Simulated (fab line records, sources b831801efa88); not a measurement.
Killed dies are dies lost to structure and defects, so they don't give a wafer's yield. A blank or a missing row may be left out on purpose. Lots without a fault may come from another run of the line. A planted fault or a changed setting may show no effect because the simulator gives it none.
A struck lot beside a sound one | flow sky130 | 15 steps out of a route of 708
Sound: wafers L543.2, L543.4, L543.5. Struck: wafers L538.2, L538.3, L538.6. The cause comes at the end.
At each step with rows: each side's tool, then ch and its chambers, then its first start. Under that, the readings that differ: sound wafers | struck wafers | difference of the means | sigmas: that difference in standard deviations of wafers without a fault.
alike: readings whose means differ by less than 2 such deviations, and words and numbers that are the same on both sides. not compared: withheld readings, readings that some wafer has no value for, bounds like >300 that may hide the same value, and numbers for which the record gives no deviation and whose values overlap.
The two part at a step that has a row with sigmas, a row that says differs or no value, or rows on one side only. Numbers that don't overlap but have no deviation are shown without sigmas and don't part them. A reading that every wafer of one side lacks parts them only if that side has two wafers or more.

first, 3 steps without rows for these wafers: SKY_GATE_OXIDE_CLEAN_15 (cleans in SC1/SC2, time 150 s); SKY_GATE_OXIDE_OXIDATION_16 (stabilise 600 s, purge 300 s, target thk 3.57 nm); SKY_POLY_GATE_CVD_00 (deposits poly-Si, target thk 180 nm, time 720 s).
SKY_POLY_GATE_THK_MEAS_01:
  sound on film_metro-04, day 20 22:38; struck on film_metro-04, day 19 06:08
  alike: POLY_GATE_CVD_00_THK
then, 8 steps without rows for these wafers: SKY_RES_PROTECT_DEHYDRATE_00 (time 60 s); SKY_RES_PROTECT_HMDS_01 (prime time 60 s); SKY_RES_PROTECT_COAT_02 (resist thk 1140 nm); SKY_RES_PROTECT_SOFTBAKE_03 (time 60 s); SKY_RES_PROTECT_EXPOSE_04 (exposes mask RPM, target cd 1270 nm); SKY_RES_PROTECT_PEB_05; SKY_RES_PROTECT_DEVELOP_06 (develop time 60 s); SKY_POLY_GATE_IMPLANT_02.
SKY_RES_PROTECT_STRIP_07: strips in O2/N2.
  sound on plasma_asher-04 ch 0,1, day 22 04:59; struck on plasma_asher-04 ch 0,1, day 20 12:11
  no value came back on the struck wafers for chamber_pressure_mTorr (mTorr), drypump_motor_current_A (A), oes_product_au (a.u.), strip_time_to_endpoint_s (s); on the sound wafers chamber_pressure_mTorr (mTorr) reads 1501.2 1502.0 1499.9
  reading                                          | sound | struck         | difference | sigmas
  model.NOVOLAK_of_RES_PROTECT_COAT_02.thk_nm (nm) | 0 0 0 | 1142 1141 1143 | +1142      |
  not compared: rf_hours_counter_h
SKY_RES_PROTECT_TW_MEAS_08:
  sound on film_metro-03, day 22 05:06; struck on film_metro-04, day 20 12:18
  alike: POLY_GATE_TW
-- the record jumps here: 29 days lie between the struck wafers' starts before and after (it left off in module RES_PROTECT and takes up again in module PAD_OPEN, whose first step shown is number 708 of the route) --
SKY_PAD_OPEN_PROBE_99:
  sound on prober-01, day 50 06:22; struck on prober-01, day 49 06:22
  reading             | sound    | struck                                                               | difference                   | sigmas
  hold                | - - -    | await_dispo/3.9h/scrap await_dispo/3.9h/scrap await_dispo/3.9h/scrap | no value on the sound wafers |
  killed_at_front_end | 23 22 8  | 424 412 422                                                          | +402                         | +99 or more
  killed_dies         | 91 87 79 | 492 492 492                                                          | +406                         | +47
  killed_on_rim       | 17 27 20 | 96 96 96                                                             | +75                          | +20
  alike: killed_at_M0_to_M3, killed_at_M4_up, killed_at_contacts, killed_at_other, killed_open, killed_short

WHERE THEY PART
First at SKY_RES_PROTECT_STRIP_07; last, within this record, at SKY_PAD_OPEN_PROBE_99.

WHY: what the simulator had put in
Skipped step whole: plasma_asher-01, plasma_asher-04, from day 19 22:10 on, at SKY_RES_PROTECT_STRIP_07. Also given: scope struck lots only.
